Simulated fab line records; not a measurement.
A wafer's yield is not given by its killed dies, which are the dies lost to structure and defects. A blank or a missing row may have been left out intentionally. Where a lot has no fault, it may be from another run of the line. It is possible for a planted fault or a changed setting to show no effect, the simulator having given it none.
fab line records	flow sky130
[record] lots = 12	wafers = 36	lastDay = 50
route steps=708 shown VIA4@641 METAL5@680 PAD_OPEN@708
lots that met no fault: taken from a fault-free run of the same line
startH: the number of hours between the record's first day and the start of the first shown wafer of the lot	waitH: hours elapsed since this lot's preceding step	" same as the row above	L1.1+2: several wafers, shown together as one row	- either no value or no given start	* or withheld: withheld	< > ~ a bound
route shown NAME@n: a module of which the file shows steps, and the number in the route of the first	usual: the fault-free wafers' mean and standard deviation	same: alike in all rows	chamber/n: place in a boat	sites: readings site by site	_std_site: their standard deviation	_edge_site: inner sites' mean taken away from outer sites' mean	radiusMm: for every site, how far away it sits from the centre of the wafer	mask NAME#n: copy n	behind: tool/chamber where the wafer was last shaped	hold: why the lot was held/for how many hours/how that ended	device: the transistor (n, p or np) that didn't switch	end of line: at the end of the route, the tests of the same wafers	a step without rows: its recipe alone	killed: not the wafer's yield, but the dies lost to structure and defects at the first sort	map: a wafer's dies, marking killed ones x, the rest . and places with no die _
set.NAME: setting as actually run; set.NAME@STEP: the setting as run at that earlier step	model.NAME: the simulator's own value behind a step, which no gauge read
steps of the route over a sample of lots; a table a step, a row a wafer
services: when a tool's chamber went out of use (startH, in hours from the record's first day, below 0 if earlier), for how many hours, and the reason
[[steps]]
[step SKY_VIA4_CMP_02]
[recipe] material = SiO2	downForcePsi = 4	platenRpm = 60	padVelocityMS = 0.94248
[usual] motorCurrentA = 12.0/1.1
lot.wafer	tool	chamber	startH	waitH	motorCurrentA
L268.2	cmp-01	1	991.56	0.1	11.3
L268.3	"	2	"	"	13.9
L268.6	"	3	"	"	11.4
L269.3	cmp-02	0	999.53	0.1	10.4
L269.1	"	1	"	"	11.9
L269.6	"	2	"	"	11.4
L270.4	cmp-02	3	1006.51	0.2	11.9
L270.1	"	0	"	"	10.9
L270.2	"	1	"	"	12.5
L271.3	cmp-02	0	1020.85	0.4	10.5
L271.2	"	3	"	"	11.9
L271.6	"	0	"	"	10.8
L277.3	cmp-01	1	1069.86	0.1	11.4
L277.1	"	2	"	"	12.8
L277.6	"	0	"	"	14.3
L279.4	cmp-01	0	1076.13	0.0	13.8
L279.3	"	1	"	"	11.0
L279.6	"	1	"	"	12.2
L280.1	cmp-01	0	1077.07	0.1	13.5
L280.3	"	3	"	"	11.6
L280.6	"	0	"	"	13.9
L282.3	cmp-01	0	1086.19	0.4	13.2
L282.1	"	1	"	"	11.2
L282.6	"	3	"	"	11.0
L283.2	cmp-02	2	1096.91	0.0	11.6
L283.3	"	3	"	"	11.4
L283.1	"	0	"	"	10.4
L285.1	cmp-02	0	1104.10	0.1	11.3
L285.3	"	1	"	"	12.2
L285.5	"	0	"	"	11.2
L287.4	cmp-01	2	1113.60	0.2	13.5
L287.6	"	0	"	"	13.0
L287.5	"	1	"	"	11.2
L291.1	cmp-02	0	1134.39	0.1	10.7
L291.4	"	2	"	"	11.8
L291.5	"	1	"	"	13.0
[step SKY_VIA4_ETCH_12]
[recipe] target = SiO2	chemistry = C4F8/O2/Ar	stopOn = TiN	maskMaterial = NOVOLAK	sourceW = 1500	biasW = 1200	pressureMtorr = 40	c4f8FlowSccm = withheld	O2_flow_sccm = 6	Ar_flow_sccm = 300	timeS = withheld	targetDepthA = 5800
[usual] oesProductAu = 0.926/0.0048
lot.wafer	tool	chamber	startH	waitH	oesProductAu
L268.2	rieDiel-03	0	1015.61	0.0	0.920
L268.3	"	1	"	"	0.922
L268.6	"	0	"	"	0.917
L269.1	rieDiel-03	3	1023.16	0.0	0.925
L269.3	"	2	"	"	0.929
L269.6	"	3	"	"	0.924
L270.1	rieDiel-03	3	1030.23	0.0	0.928
L270.2	"	1	"	"	0.922
L270.4	"	2	"	"	0.930
L271.2	rieDiel-03	3	1044.11	0.0	0.936
L271.3	"	1	"	"	0.926
L271.6	"	3	"	"	0.937
L277.1	rieDiel-04	1	1091.98	0.0	0.926
L277.3	"	0	"	"	0.920
L277.6	"	2	"	"	0.920
L279.3	rieDiel-04	2	1096.71	0.0	0.922
L279.4	"	3	"	"	0.925
L279.6	"	2	"	"	0.923
L280.1	rieDiel-03	2	1098.34	0.0	0.928
L280.3	"	3	"	"	0.934
L280.6	"	0	"	"	0.921
L282.1	rieDiel-03	2	1106.93	0.0	0.922
L282.3	"	1	"	"	0.932
L282.6	"	2	"	"	0.927
L283.1	rieDiel-03	1	1117.29	0.0	0.935
L283.2	"	0	"	"	0.918
L283.3	"	3	"	"	0.930
L285.1	rieDiel-03	1	1124.59	0.0	0.925
L285.3	"	3	"	"	0.923
L285.5	"	3	"	"	0.930
L287.4	rieDiel-02	1	1134.18	0.0	0.913
L287.5	"	0	"	"	0.930
L287.6	"	3	"	"	0.929
L291.1	rieDiel-03	3	1153.26	0.0	0.924
L291.4	"	1	"	"	0.934
L291.5	"	1	"	"	0.926
[step SKY_VIA4_STRIP_13]
[recipe] chemistry = O2/N2	powerW = 1400	pressureMtorr = 1500	platenTempC = withheld	o2FlowSccm = 3000	n2FlowSccm = 300	overashFraction = 0.5
[usual] drypumpMotorCurrentA = 5.7/0.4	n2FlowSccm = 300.0/0.79	o2FlowSccm = 3002/9.2	oesProductAu = 0.710/0.0044	stripTimeToEndpointS = 12.81/0.03
lot.wafer	tool	chamber	startH	waitH	drypumpMotorCurrentA	n2FlowSccm	o2FlowSccm	oesProductAu	rfHoursCounterH	stripTimeToEndpointS
L268.2	plasmaAsher-04	1	1015.68	-	4.9	299.6	3007	0.704	121	12.84
L268.3	"	1	"	"	4.9	299.4	3011	0.716	-	12.79
L268.6	"	0	"	"	6.1	300.7	3004	0.715	-	12.78
L269.1	plasmaAsher-04	0	1023.23	-	6.1	299.6	3006	0.707	122	12.81
L269.3	"	0	"	"	6.1	300.3	2997	0.713	-	12.83
L269.6	"	1	"	"	4.9	300.6	3016	0.710	-	12.78
L270.1	plasmaAsher-03	0	1030.30	-	6.0	302.2	3007	0.722	60	12.81
L270.2	"	1	"	"	5.9	301.7	3003	0.717	60	12.77
L270.4	"	1	"	"	5.9	299.2	2987	0.705	-	12.78
L271.2	plasmaAsher-04	0	1044.18	-	6.1	301.6	2999	0.711	124	12.81
L271.3	"	0	"	"	6.1	301.1	3002	0.712	-	12.80
L271.6	"	0	"	"	6.1	300.1	3001	0.717	-	12.82
L277.1	plasmaAsher-01	0	1092.05	-	5.9	298.8	3008	0.705	94	12.79
L277.3	"	0	"	"	6.0	299.9	3009	0.714	-	12.80
L277.6	"	0	"	"	5.9	299.3	3004	0.702	-	12.81
L279.3	plasmaAsher-03	0	1096.82	-	6.1	299.0	3006	0.713	-	12.81
L279.4	"	1	"	"	5.8	299.6	3004	0.707	-	12.83
L279.6	"	0	"	"	6.1	300.3	3013	0.707	-	12.82
L280.1	plasmaAsher-04	1	1098.41	-	4.9	299.2	3004	0.706	3	12.74
L280.3	"	0	"	"	6.1	300.3	2992	0.716	-	12.84
L280.6	"	1	"	"	4.9	299.4	3003	0.718	-	12.81
L282.1	plasmaAsher-03	0	1107.00	-	6.1	298.9	2993	0.708	67	12.80
L282.3	"	0	"	"	6.1	298.6	3006	0.713	-	12.83
L282.6	"	0	"	"	6.1	300.0	3004	0.704	-	12.78
L283.1	plasmaAsher-01	1	1117.36	-	5.5	299.3	2993	0.717	97	12.80
L283.2	"	0	"	"	6.0	301.0	3006	0.708	97	12.90
L283.3	"	1	"	"	5.5	299.7	3000	0.713	-	12.83
L285.1	plasmaAsher-01	1	1124.66	-	5.5	300.3	2999	0.708	97	12.81
L285.3	"	0	"	"	6.0	299.8	3003	0.708	-	12.83
L285.5	"	0	"	"	6.0	300.9	3003	0.711	-	12.78
L287.4	plasmaAsher-01	1	1134.29	-	5.5	301.0	3013	0.705	-	12.78
L287.5	"	0	"	"	6.0	300.1	3011	0.710	-	12.79
L287.6	"	1	"	"	5.4	300.5	3007	0.709	-	12.78
L291.1	plasmaAsher-03	1	1153.33	-	5.8	299.3	3003	0.708	69	12.77
L291.4	"	1	"	"	5.8	300.9	3000	0.715	-	12.80
L291.5	"	0	"	"	6.1	298.9	3011	0.714	-	12.80
[step SKY_METAL5_CLEAN_19]
[recipe] chemistry = O3/DIW	dry = n2Spin
lot.wafer	tool	chamber	startH	waitH
L268.2+3+6	wetBench-03	1	1039.73	0.0
L269.1+3+6	wetBench-03	1	1047.69	0.0
L270.1+2+4	wetBench-03	0	1054.86	0.0
L271.2+3+6	wetBench-04	0	1068.69	0.0
L277.1+3+6	wetBench-03	2	1114.80	0.0
L279.3+4+6	wetBench-03	3	1118.79	0.0
L280.1+3+6	wetBench-04	0	1120.27	0.0
L282.1+3+6	wetBench-04	2	1129.29	0.0
L283.1+2+3	wetBench-04	1	1139.09	0.0
L285.1+3+5	wetBench-01	2	1146.27	0.0
L287.4+5+6	wetBench-04	3	1155.46	0.0
L291.1+4+5	wetBench-04	1	1173.97	0.0
[step SKY_PAD_OPEN_PROBE_99]
[usual] defectLimitedYield = 82.0/1.9	killed_at_M0_to_M3 = 46/6.7	killed_at_M4_up = 3.3/2	killedAtContacts = 24/5.4	killedAtFrontEnd = 15/4.3	killedAtOther = 0.4/0.64	killedDies = 89/9.1	killedOpen = 48/7.2	killedShort = 40/6.3	sort_bin_3_pad_short = 0.9/0.42	sort_bin_5_function = 10.8/1.5	sort_bin_6_memory = 6.4/1.1	sortNPass = 403/9.1	sortYieldPct = 82.0/1.9
[same] grossDies = 492	killedAtBackSide = 0	sort_bin_4_leakage[%] = 0	sort_bin_8_speed[%] = 0
lot.wafer	tool	chamber	startH	waitH	defectLimitedYield[%]	killed_at_M0_to_M3	killed_at_M4_up	killedAtContacts	killedAtFrontEnd	killedAtOther	killedDies	killedOpen	killedShort	sort_bin_3_pad_short[%]	sort_bin_5_function[%]	sort_bin_6_memory[%]	sortNPass	sortYieldPct[%]
L269.1	prober-02	-	1093.16	0.1	83.1	48	2	24	9	0	83	47	36	0.2	9.6	7.1	409	83.1
L269.3	prober-02	-	1093.26	0.2	81.5	42	2	22	25	0	91	48	42	1.0	10.6	6.9	401	81.5
L269.6	prober-02	-	1093.41	0.2	78.5	64	2	26	13	1	106	61	44	1.0	14.0	6.5	386	78.5
L277.1	prober-01	-	1156.68	0.1	73.8	39	42	31	17	0	129	56	35	1.8	16.9	7.5	363	73.8
L277.3	prober-01	-	1156.78	0.2	76.4	38	37	28	12	1	116	48	32	2.8	15.7	5.1	376	76.4
L277.6	prober-01	-	1156.93	0.2	76.2	43	35	23	16	0	117	38	46	3.3	14.0	6.5	375	76.2
L279.3	prober-01	-	1160.19	0.2	75.4	40	42	17	21	1	121	47	38	2.6	14.6	7.3	371	75.4
L279.4	prober-01	-	1160.24	0.2	76.4	42	40	17	17	0	116	45	33	2.2	15.2	6.1	376	76.4
L279.6	prober-01	-	1160.34	0.2	75.6	43	36	25	16	0	120	44	39	1.6	14.2	8.5	372	75.6
L280.1	prober-02	-	1162.66	0.1	83.5	44	4	28	5	0	81	46	35	1.2	10.8	4.5	411	83.5
L280.3	prober-02	-	1162.76	0.2	82.1	49	2	27	10	0	88	55	33	0.4	10.8	6.7	404	82.1
L280.6	prober-02	-	1162.91	0.2	83.3	46	4	16	15	1	82	50	32	0.2	10.8	5.7	410	83.3
L282.1	prober-02	-	1169.97	0.1	81.7	43	5	24	18	0	90	53	37	0.4	11.4	6.5	402	81.7
L282.3	prober-02	-	1170.07	0.2	81.5	49	3	24	14	1	91	44	47	0.8	9.3	8.3	401	81.5
L282.6	prober-02	-	1170.22	0.2	83.9	40	2	16	21	0	79	43	36	1.0	10.2	4.9	413	83.9
L283.1	prober-01	-	1179.15	0.1	83.3	44	2	20	15	1	82	40	42	1.0	10.4	5.3	410	83.3
L283.2	prober-01	-	1179.20	0.1	83.9	38	5	21	15	0	79	42	37	0.4	9.8	5.9	413	83.9
L283.3	prober-01	-	1179.25	0.2	83.9	49	5	17	8	0	79	43	36	1.0	10.6	4.5	413	83.9
L285.1	prober-02	-	1184.24	0.1	83.3	51	3	20	6	2	82	49	33	0.4	10.6	5.7	410	83.3
L285.3	prober-02	-	1184.34	0.2	81.7	50	0	22	16	2	90	46	43	0.6	9.6	8.1	402	81.7
L285.5	prober-02	-	1184.44	0.2	83.7	46	3	12	17	2	80	39	39	0.8	10.8	4.7	412	83.7
L287.4	prober-02	-	1193.39	0.2	81.5	42	1	30	17	1	91	52	39	1.0	12.0	5.5	401	81.5
L287.5	prober-02	-	1193.44	0.2	83.7	42	4	21	12	1	80	41	39	0.8	10.2	5.3	412	83.7
L287.6	prober-02	-	1193.49	0.2	79.3	52	5	24	21	0	102	57	45	0.4	12.6	7.7	390	79.3
// killed by level:class
L269.1 CONTACT:geometricParticle:open=15 VIA1:geometricParticle:open=12 VIA1:geometricParticle:short=8 METAL2:geometricParticle:short=7 METAL1:geometricParticle:short=7 FIELD_ISO:geometricParticle:short=4 VIA2:geometricParticle:open=4 LI_CONTACT:geometricParticle:open=3
L269.3 VIA1:geometricParticle:open=10 FIELD_ISO:geometricParticle:short=8 CONTACT:geometricParticle:open=8 FIELD_ISO:geometricParticle:open=5 VIA2:geometricParticle:open=5 POLY_GATE:geometricParticle:open=5 VIA3:geometricParticle:open=5 LI_CONTACT:geometricParticle:open=4
L269.6 VIA1:geometricParticle:open=21 CONTACT:geometricParticle:open=10 VIA1:geometricParticle:short=10 LOCAL_INTERCONNECT:geometricParticle:short=7 FIELD_ISO:geometricParticle:open=6 METAL2:geometricParticle:short=6 VIA3:geometricParticle:open=6 LI_CONTACT:geometricParticle:open=5
L277.1 METAL5:unspecified=38 CONTACT:geometricParticle:open=11 LI_CONTACT:geometricParticle:open=10 FIELD_ISO:geometricParticle:open=9 VIA3:geometricParticle:open=9 VIA1:geometricParticle:open=8 VIA3:geometricParticle:short=5 METAL4:geometricParticle:short=4
L277.3 METAL5:unspecified=36 VIA1:geometricParticle:open=10 CONTACT:geometricParticle:open=10 LI_CONTACT:geometricParticle:open=7 VIA2:geometricParticle:open=6 VIA3:geometricParticle:short=6 LOCAL_INTERCONNECT:geometricParticle:short=4 CONTACT:geometricParticle:short=4
L277.6 METAL5:unspecified=33 METAL1:geometricParticle:short=9 CONTACT:geometricParticle:open=7 LI_CONTACT:geometricParticle:open=7 VIA1:geometricParticle:open=7 FIELD_ISO:geometricParticle:short=6 VIA2:geometricParticle:open=5 CONTACT:geometricParticle:short=5
L279.3 METAL5:unspecified=35 VIA1:geometricParticle:open=11 FIELD_ISO:geometricParticle:open=6 LI_CONTACT:geometricParticle:open=6 METAL2:geometricParticle:short=6 CONTACT:geometricParticle:open=6 METAL1:geometricParticle:short=6 FIELD_ISO:geometricParticle:short=5
L279.4 METAL5:unspecified=36 VIA1:geometricParticle:open=11 CONTACT:geometricParticle:open=7 POLY_GATE:geometricParticle:open=6 VIA1:geometricParticle:short=6 METAL2:geometricParticle:short=6 FIELD_ISO:geometricParticle:open=5 LI_CONTACT:geometricParticle:open=5
L279.6 METAL5:unspecified=35 CONTACT:geometricParticle:open=9 VIA1:geometricParticle:open=8 METAL2:geometricParticle:short=8 LOCAL_INTERCONNECT:geometricParticle:short=6 VIA3:geometricParticle:open=6 FIELD_ISO:geometricParticle:open=4 LI_CONTACT:geometricParticle:open=4
L280.1 VIA1:geometricParticle:open=11 CONTACT:geometricParticle:open=9 VIA3:geometricParticle:open=8 CONTACT:geometricParticle:short=7 METAL1:geometricParticle:short=7 VIA1:geometricParticle:short=6 VIA2:geometricParticle:open=6 LI_CONTACT:geometricParticle:short=5
L280.3 VIA1:geometricParticle:open=16 CONTACT:geometricParticle:open=12 LI_CONTACT:geometricParticle:open=8 METAL1:geometricParticle:short=6 VIA2:geometricParticle:open=6 VIA1:geometricParticle:short=5 CONTACT:geometricParticle:short=4 VIA2:geometricParticle:short=4
L280.6 VIA1:geometricParticle:open=13 VIA2:geometricParticle:open=9 VIA3:geometricParticle:open=8 SPACER:geometricParticle:open=5 POLY_GATE:geometricParticle:open=4 VIA1:geometricParticle:short=4 LOCAL_INTERCONNECT:geometricParticle:short=4 METAL2:geometricParticle:short=4
L282.1 CONTACT:geometricParticle:open=12 VIA2:geometricParticle:open=9 VIA1:geometricParticle:open=9 METAL2:geometricParticle:short=6 FIELD_ISO:geometricParticle:short=5 VIA1:geometricParticle:short=5 VIA3:geometricParticle:open=5 LI_CONTACT:geometricParticle:open=4
L282.3 VIA1:geometricParticle:open=11 CONTACT:geometricParticle:open=8 METAL1:geometricParticle:short=8 LI_CONTACT:geometricParticle:open=6 VIA2:geometricParticle:open=6 CONTACT:geometricParticle:short=5 METAL2:geometricParticle:short=5 VIA2:geometricParticle:short=4
L282.6 FIELD_ISO:geometricParticle:open=9 VIA2:geometricParticle:open=9 CONTACT:geometricParticle:open=7 METAL2:geometricParticle:short=7 FIELD_ISO:geometricParticle:short=6 VIA1:geometricParticle:open=5 LI_CONTACT:geometricParticle:open=4 METAL1:geometricParticle:short=3
L283.1 VIA1:geometricParticle:short=9 VIA3:geometricParticle:open=8 CONTACT:geometricParticle:open=7 VIA1:geometricParticle:open=6 VIA2:geometricParticle:open=6 POLY_GATE:geometricParticle:short=5 CONTACT:geometricParticle:short=5 LOCAL_INTERCONNECT:geometricParticle:short=4
L283.2 VIA1:geometricParticle:open=12 VIA1:geometricParticle:short=7 POLY_GATE:geometricParticle:open=6 LI_CONTACT:geometricParticle:open=6 CONTACT:geometricParticle:short=6 CONTACT:geometricParticle:open=6 VIA2:geometricParticle:open=6 FIELD_ISO:geometricParticle:short=4
L283.3 VIA1:geometricParticle:open=14 METAL2:geometricParticle:short=7 CONTACT:geometricParticle:open=6 VIA3:geometricParticle:open=6 LI_CONTACT:geometricParticle:open=5 METAL1:geometricParticle:short=5 CONTACT:geometricParticle:short=4 VIA2:geometricParticle:short=4
L285.1 VIA3:geometricParticle:open=11 VIA1:geometricParticle:open=10 LI_CONTACT:geometricParticle:open=7 VIA2:geometricParticle:open=6 CONTACT:geometricParticle:open=5 VIA1:geometricParticle:short=5 CONTACT:geometricParticle:short=4 METAL1:geometricParticle:open=4
L285.3 VIA1:geometricParticle:short=10 CONTACT:geometricParticle:open=10 VIA3:geometricParticle:open=10 VIA1:geometricParticle:open=7 METAL2:geometricParticle:short=6 FIELD_ISO:geometricParticle:open=4 FIELD_ISO:geometricParticle:short=4 METAL1:geometricParticle:short=4
L285.5 VIA1:geometricParticle:open=9 FIELD_ISO:geometricParticle:short=7 LI_CONTACT:geometricParticle:open=7 METAL1:geometricParticle:short=6 VIA2:geometricParticle:open=6 VIA3:geometricParticle:open=5 VIA1:geometricParticle:short=5 VIA2:geometricParticle:short=4
L287.4 CONTACT:geometricParticle:open=12 VIA1:geometricParticle:open=11 VIA3:geometricParticle:open=9 CONTACT:geometricParticle:short=6 POLY_GATE:geometricParticle:short=6 VIA1:geometricParticle:short=6 VIA2:geometricParticle:open=6 LOCAL_INTERCONNECT:geometricParticle:short=5
L287.5 CONTACT:geometricParticle:open=9 VIA1:geometricParticle:open=7 METAL1:geometricParticle:short=7 VIA2:geometricParticle:open=7 VIA1:geometricParticle:short=6 CONTACT:geometricParticle:short=6 POLY_GATE:geometricParticle:open=4 POLY_GATE:geometricParticle:short=4
L287.6 CONTACT:geometricParticle:open=11 VIA1:geometricParticle:open=11 VIA2:geometricParticle:open=8 LI_CONTACT:geometricParticle:open=7 METAL1:geometricParticle:short=7 METAL2:geometricParticle:short=6 FIELD_ISO:geometricParticle:short=5 FIELD_ISO:geometricParticle:open=5
[[services]]
tool	chamber	startH	hours	kind
cmp-01	-	968.12	1.2	repair
plasmaAsher-04	-	975.90	1.7	repair
rieDiel-04	-	983.11	0.5	repair
rieDiel-04	0	990.20	7.2	repair
plasmaAsher-04	-	991.81	4.0	repair
cmp-01	-	998.62	28.9	repair
plasmaAsher-04	-	1029.24	0.6	repair
rieDiel-03	2	1031.12	2.1	repair
plasmaAsher-04	-	1046.59	2.1	repair
plasmaAsher-04	-	1055.25	9.0	pm
cmp-01	-	1056.47	1.7	repair
wetBench-03	-	1076.47	5.4	repair
plasmaAsher-01	-	1077.46	1.1	repair
cmp-02	-	1084.28	4.0	pm
plasmaAsher-03	-	1087.81	0.7	repair
wetBench-03	-	1101.11	1.0	repair
cmp-01	-	1105.11	1.5	repair
cmp-01	-	1110.97	2.2	repair
cmp-02	-	1116.04	4.9	pm
wetBench-04	-	1118.33	1.2	repair
rieDiel-03	-	1119.59	2.1	repair
cmp-02	-	1125.41	8.1	repair
plasmaAsher-03	-	1126.52	24.6	repair
cmp-01	-	1134.81	13.4	pm
[[key]]
[firstSign] step = SKY_PAD_OPEN_PROBE_99	reading = killed_at_M4_up	direction = up	sigmas = 18	usual = 3.3	struck = 38.7
[effect] step = SKY_PAD_OPEN_PROBE_99	reading = sort_bin_3_pad_short	direction = up	sigmas = 3.7	usual = 0.9	struck = 2.4	wafersMoved = 5
metAt SKY_METAL5_CLEAN_19
struckLots L277,L279
notActingAt SKY_VIA4_CMP_02,SKY_VIA4_ETCH_12,SKY_VIA4_STRIP_13
onsetBetween 1054.86 1114.80
[fault] kind = chamberParticleSource	tool = wetBench-03	chamber = -	onsetH = 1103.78	steps = SKY_METAL5_CLEAN_19	ratePerVisitCm2 = 0.57835	endH = 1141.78
